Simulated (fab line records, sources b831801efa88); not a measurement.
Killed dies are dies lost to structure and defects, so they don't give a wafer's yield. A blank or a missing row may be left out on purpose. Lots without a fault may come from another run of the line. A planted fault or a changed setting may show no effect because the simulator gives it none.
Which tool did it? | flow gf180mcu | 13 lots, 39 wafers sampled, at 1 step of a route of 602

WHAT THE GAUGES READ, wafer by wafer
GF_M2_OVL_MEAS_15.
lot  | measured     | on         | M2_OVL (nm)
L218 | day 20 23:40 | overlay-01 | -3 2 5
L219 | day 21 12:03 | overlay-01 | 7 10 4
L221 | day 22 04:24 | overlay-01 | 10 10 13
L222 | day 22 07:52 | overlay-01 | 8 11 8
L224 | day 23 06:37 | overlay-02 | 6 12 9
L225 | day 23 15:00 | overlay-02 | -4 0 10
L226 | day 23 22:46 | overlay-01 | 9 12 8
L227 | day 24 02:04 | overlay-01 | 12 14 14
L231 | day 25 07:27 | overlay-02 | 14 10 18
L232 | day 25 13:51 | overlay-01 | 16 14 19
L233 | day 26 03:04 | overlay-02 | 5 8 7
L234 | day 26 06:40 | overlay-01 | 6 5 3
L235 | day 26 14:11 | overlay-02 | 12 11 13

WHICH TOOL RAN EACH LOT (tool, then ch and the chambers of the sampled wafers, then the start)
The record holds no process step before these readings.

WHAT THE TOOLS THEMSELVES READ (means of the sampled wafers that have a number; where no wafer has one, the mark that the record gives instead)
The record holds no such reading with a usual standard deviation.

THE ANSWER, worked out from the rows above alone
Rule: what is usual is taken from the lots themselves. Put in order of their means at a reading, lots are off if they are a third of the lots or fewer, leave a main group of 4 or more, and stand apart from it by a gap of 3 or more times the standard deviation of the main group's means; of several such gaps the widest counts. A main group whose means are all the same, to the digits that the tables above print for the reading, isn't used. A lot without any number at a reading at which 4 lots or more have one is off too. The other lots that the step has rows for count as sound. The gauges are gone through in route order, then the tools' own readings, and for those a lot's mean is taken as printed above. The first step at which some lot is off is used, and at that step the reading that is off furthest; a lot without a number counts as furthest.
No lot is off at any reading shown: from this, nothing can be told.

WHAT THE SIMULATOR HAD PUT IN
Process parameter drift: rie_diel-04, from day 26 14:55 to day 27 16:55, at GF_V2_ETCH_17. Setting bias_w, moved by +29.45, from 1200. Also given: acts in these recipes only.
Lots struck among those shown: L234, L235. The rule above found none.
